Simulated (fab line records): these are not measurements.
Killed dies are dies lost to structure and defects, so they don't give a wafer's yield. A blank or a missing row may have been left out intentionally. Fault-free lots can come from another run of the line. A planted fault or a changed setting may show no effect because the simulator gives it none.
Check of tool commonality ; flow gf180mcu ; 36 wafers sampled across 12 lots

== WHY IT WAS OPENED ==
At GF_PSD_RS_MEAS_14 the reading NSD_RS is flagged on 3 of 12 lots. No-fault wafers: 46.19 ohm/sq, standard deviation 0.096.
Rule: a lot is flagged when every wafer of it that has a number lies more than 4 standard deviations from that mean, or none has a number. The other lots count as sound.

lot;measured;on;NSD_RS (ohm/sq), wafer by wafer;flag
L734;day 14 03:44;film_metro-03;46.04 46.18 46.01;
L736;day 14 21:33;film_metro-04;46.20 46.12 46.06;
L738;day 15 10:58;film_metro-04;46.14 46.10 46.03;
L739;day 15 19:53;film_metro-04;46.14 46.05 46.25;
L742;day 16 18:52;film_metro-03;42.60 42.57 42.50;FLAGGED
L743;day 17 11:32;film_metro-03;42.72 42.60 42.74;FLAGGED
L744;day 17 23:09;film_metro-01;42.70 42.72 42.70;FLAGGED
L751;day 20 19:28;film_metro-04;46.08 46.04 46.17;
L752;day 21 00:30;film_metro-03;46.12 46.29 46.24;
L755;day 22 00:13;film_metro-01;46.20 46.17 46.19;
L754;day 22 00:22;film_metro-04;46.16 46.37 46.06;
L757;day 22 08:35;film_metro-03;46.24 46.26 46.28;
On average the flagged lots' numbers are 42.65 ohm/sq, which is -3.54 ohm/sq against the usual, or -37 standard deviations.

== WHICH TOOL RAN EACH LOT ==
The record keeps 1 process step preceding the reading, out of 602 steps on the route. Read each cell as the tool, then ch plus the chambers that the sampled wafers visited, then the start.
lot;flag;GF_PSD_RTA_13
L734;;rtp_anneal-01 ch 0, day 14 03:38
L736;;rtp_anneal-01 ch 0, day 14 21:28
L738;;rtp_anneal-01 ch 0, day 15 10:52
L739;;rtp_anneal-01 ch 0, day 15 19:43
L742;FLAGGED;rtp_anneal-01 ch 0, day 16 18:46
L743;FLAGGED;rtp_anneal-01 ch 0, day 17 11:28
L744;FLAGGED;rtp_anneal-01 ch 0, day 17 23:04
L751;;rtp_anneal-01 ch 0, day 20 19:22
L752;;rtp_anneal-01 ch 0, day 21 00:25
L755;;rtp_anneal-02 ch 0, day 22 00:07
L754;;rtp_anneal-01 ch 0, day 22 00:17
L757;;rtp_anneal-02 ch 0, day 22 08:31
What the steps here do:
- GF_PSD_RTA_13: time 20 s.
- GF_PSD_RS_MEAS_14: measures by four-point-probe.

== FLAGGED AGAINST TOTAL, ONE TOOL AT A TIME (gauges that did the reading follow at the end) ==
step;tool;lots run;flagged;share of the flagged lots;sound lots run after its first flagged lot
GF_PSD_RTA_13;rtp_anneal-01;10;3;all;3 (L751,L752,L754)
GF_PSD_RTA_13;rtp_anneal-02;2;0;none;-
GF_PSD_RS_MEAS_14;film_metro-01;2;1;some;1 (L755)
GF_PSD_RS_MEAS_14;film_metro-03;5;2;some;2 (L752,L757)
GF_PSD_RS_MEAS_14;film_metro-04;5;0;none;-

== WHAT THE TABLE ALLOWS ==
All flagged lots share 1 row of the table, namely rtp_anneal-01 at GF_PSD_RTA_13.
- rtp_anneal-01 at GF_PSD_RTA_13 ran 10 lots, 3 of them flagged. Lots that were sound ran on it after the first flagged one (L751, L752, L754); a persistent fault on the entire tool would not allow that.
Every row of the table either missed a flagged lot or ran a sound lot after the first.

== WHAT HAD BEEN PUT IN BY THE SIMULATOR ==
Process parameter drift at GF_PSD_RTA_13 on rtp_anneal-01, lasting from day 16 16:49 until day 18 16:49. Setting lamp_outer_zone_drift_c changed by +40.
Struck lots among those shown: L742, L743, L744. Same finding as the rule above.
